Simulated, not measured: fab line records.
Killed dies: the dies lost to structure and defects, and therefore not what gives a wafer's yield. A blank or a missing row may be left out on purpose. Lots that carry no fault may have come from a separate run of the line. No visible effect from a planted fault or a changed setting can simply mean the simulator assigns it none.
Which tool is to blame? -- flow sky130 -- 11 lots with 33 wafers sampled at 2 steps, on a route of 708 steps

== WHAT THE GAUGES READ, wafer by wafer ==
SKY_GATE_OXIDE_TW_MEAS_14.
lot,measured,on,GATE_OXIDE_TW
L733,day 15 18:07,film-metro-02,225.9 227.0 225.4
L739,day 17 12:55,film-metro-02,226.0 226.0 226.2
L740,day 17 23:04,film-metro-04,227.8 227.8 227.4
L742,day 19 04:28,film-metro-01,223.3 222.7 223.4
L743,day 19 16:48,film-metro-01,222.3 222.8 222.9
L744,day 20 00:32,film-metro-01,223.9 224.1 222.0
L745,day 20 00:53,film-metro-01,224.1 224.3 224.4
L746,day 20 09:18,film-metro-04,226.5 226.7 228.2
L747,day 20 11:15,film-metro-01,224.0 222.6 225.0
L748,day 21 00:11,film-metro-01,223.7 223.8 223.2
L749,day 21 05:16,film-metro-02,224.6 224.9 225.7

== WHAT TOOL EACH LOT RAN ON (gives the tool, then ch and the chambers of the sampled wafers, and finally the start) ==
lot,SKY_SONOS_ONO_STRIP_17
L733,"plasma-asher-01 ch 0,1, day 14 11:38"
L739,"plasma-asher-01 ch 0,1, day 16 06:14"
L740,"plasma-asher-02 ch 0,1, day 16 15:59"
L742,"plasma-asher-02 ch 0,1, day 17 19:27"
L743,"plasma-asher-02 ch 0, day 18 08:14"
L744,"plasma-asher-03 ch 0,1, day 18 14:48"
L745,"plasma-asher-03 ch 0,1, day 18 15:32"
L746,"plasma-asher-02 ch 0,1, day 18 22:55"
L747,"plasma-asher-02 ch 0,1, day 19 02:22"
L748,"plasma-asher-02 ch 0,1, day 19 15:07"
L749,"plasma-asher-01 ch 0,1, day 19 20:29"
- SKY_SONOS_ONO_STRIP_17: strips in O2/N2.

== THE ANSWER, worked out from the rows above alone ==
Rule: what is usual is taken from the lots themselves. Put in order of their means at a reading, lots are off if they are a third of the lots or fewer, leave a main group of 4 or more, and stand apart from it by a gap of 3 or more times the standard deviation of the main group's means; of several such gaps the widest counts. A main group is skipped when, at the precision printed for the reading in the tables above, its means are all equal. Also off: a lot with no number at a reading for which 4 or more lots have one. Where the step has rows for the other lots, those lots are counted as sound.
No lot is off on any of the readings shown, so nothing can be concluded from this.

== WHAT HAD BEEN PUT IN BY THE SIMULATOR ==
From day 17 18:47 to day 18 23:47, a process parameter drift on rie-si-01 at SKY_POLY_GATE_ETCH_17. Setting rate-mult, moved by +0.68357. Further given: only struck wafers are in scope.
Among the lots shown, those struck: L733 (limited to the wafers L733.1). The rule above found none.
